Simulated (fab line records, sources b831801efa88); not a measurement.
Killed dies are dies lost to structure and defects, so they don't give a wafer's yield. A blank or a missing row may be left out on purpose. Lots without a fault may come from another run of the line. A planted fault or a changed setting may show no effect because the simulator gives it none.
A sampling plan put to the test | flow sky130 | one fab line, 12 faults that these records tell of, each judged on the records of the lots that it struck; 2 more are left out, because the records don't allow judging them
The plan is the line's own looks: the steps of the route at which a gauge or an inspection reads the wafer and doesn't change it. A look can be judged if struck wafers have a number there and the file gives its usual mean and standard deviation on fault-free wafers. Caught: at a look after the fault's first step, the mean of the struck wafers lies 4 or more of those standard deviations (sigma) from the usual mean. On the tool: the same test on the tool's own readings at the fault's steps. Another recipe on the struck wafers, or a record that is blank for them alone, also counts as caught.

THE FAULTS, as the simulator had put them in
1. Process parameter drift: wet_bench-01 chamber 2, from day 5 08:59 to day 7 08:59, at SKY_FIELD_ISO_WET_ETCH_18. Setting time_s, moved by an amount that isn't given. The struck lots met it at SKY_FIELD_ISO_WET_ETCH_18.
2. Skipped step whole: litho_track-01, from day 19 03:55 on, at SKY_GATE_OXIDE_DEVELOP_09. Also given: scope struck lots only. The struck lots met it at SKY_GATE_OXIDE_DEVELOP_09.
3. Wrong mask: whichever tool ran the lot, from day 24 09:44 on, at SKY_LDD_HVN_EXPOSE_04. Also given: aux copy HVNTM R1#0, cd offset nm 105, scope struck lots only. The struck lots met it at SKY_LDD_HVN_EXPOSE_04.
4. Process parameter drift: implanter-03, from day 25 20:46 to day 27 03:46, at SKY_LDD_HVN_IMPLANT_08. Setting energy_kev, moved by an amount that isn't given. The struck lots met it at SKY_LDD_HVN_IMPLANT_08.
5. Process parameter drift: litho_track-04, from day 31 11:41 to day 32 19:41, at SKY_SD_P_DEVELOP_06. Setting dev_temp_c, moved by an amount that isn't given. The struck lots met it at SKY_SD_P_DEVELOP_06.
6. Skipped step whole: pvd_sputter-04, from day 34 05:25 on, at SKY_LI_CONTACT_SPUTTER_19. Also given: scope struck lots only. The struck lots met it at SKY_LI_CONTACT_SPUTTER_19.
7. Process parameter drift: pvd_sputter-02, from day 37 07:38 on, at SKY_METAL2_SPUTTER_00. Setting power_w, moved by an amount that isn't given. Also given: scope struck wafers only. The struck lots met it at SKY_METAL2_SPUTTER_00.
8. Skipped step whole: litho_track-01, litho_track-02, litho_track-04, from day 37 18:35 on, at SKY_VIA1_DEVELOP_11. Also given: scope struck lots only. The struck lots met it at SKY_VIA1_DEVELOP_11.
9. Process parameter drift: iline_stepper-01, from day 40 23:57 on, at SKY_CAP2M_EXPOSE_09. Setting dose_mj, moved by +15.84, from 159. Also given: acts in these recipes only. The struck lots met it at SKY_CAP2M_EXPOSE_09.
10. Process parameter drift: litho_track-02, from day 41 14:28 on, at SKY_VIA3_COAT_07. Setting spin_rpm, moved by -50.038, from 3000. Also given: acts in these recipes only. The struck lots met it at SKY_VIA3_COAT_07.
11. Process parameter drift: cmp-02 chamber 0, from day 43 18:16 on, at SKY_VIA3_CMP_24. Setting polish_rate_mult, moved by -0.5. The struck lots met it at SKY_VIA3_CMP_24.
12. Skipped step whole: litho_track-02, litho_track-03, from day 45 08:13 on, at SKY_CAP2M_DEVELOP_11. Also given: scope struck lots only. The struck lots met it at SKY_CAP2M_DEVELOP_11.

WHAT THE PLAN SAW
fault | on the tool itself                               | first look that catches it                   | reading, sigma | median hours from its first step to that look | hours from the fault's start to the first struck lot there | judged looks passed uncaught
1     | run_length_s +50 sigma                           | not the one look that can be judged after it | -              | -                                             | -                                                          | 1
2     | the tool's record is blank for the struck wafers | no look after it can be judged               | -              | -                                             | -                                                          | 0
3     | no reading that can be judged                    | no look after it can be judged               | -              | -                                             | -                                                          | 0
4     | beam_energy_keV +99 or beyond sigma              | no look after it can be judged               | -              | -                                             | -                                                          | 0
5     | developer_temp_C -9.2 sigma                      | no look after it can be judged               | -              | -                                             | -                                                          | 0
6     | the tool's record is blank for the struck wafers | no look after it can be judged               | -              | -                                             | -                                                          | 0
7     | cathode_dc_power_W +99 or beyond sigma           | no look after it can be judged               | -              | -                                             | -                                                          | 0
8     | the tool's record is blank for the struck wafers | no look after it can be judged               | -              | -                                             | -                                                          | 0
9     | exposure_dose_mJ_cm2 +99 or beyond sigma         | not the one look that can be judged after it | -              | -                                             | -                                                          | 1
10    | spin_speed_rpm -25 sigma                         | no look after it can be judged               | -              | -                                             | -                                                          | 0
11    | overpolish_run_s -99 or beyond sigma             | no look after it can be judged               | -              | -                                             | -                                                          | 0
12    | the tool's record is blank for the struck wafers | no look after it can be judged               | -              | -                                             | -                                                          | 0
A dash: the fault isn't caught, or these records don't give the number.

Caught at a look: 0 of 12. Caught on the tool: 11 of 12. By one or the other: 11 of 12.
Caught on the tool alone: faults 1, 2, 4, 5, 6, 7, 8, 9, 10, 11, 12.
Caught by neither: fault 3.
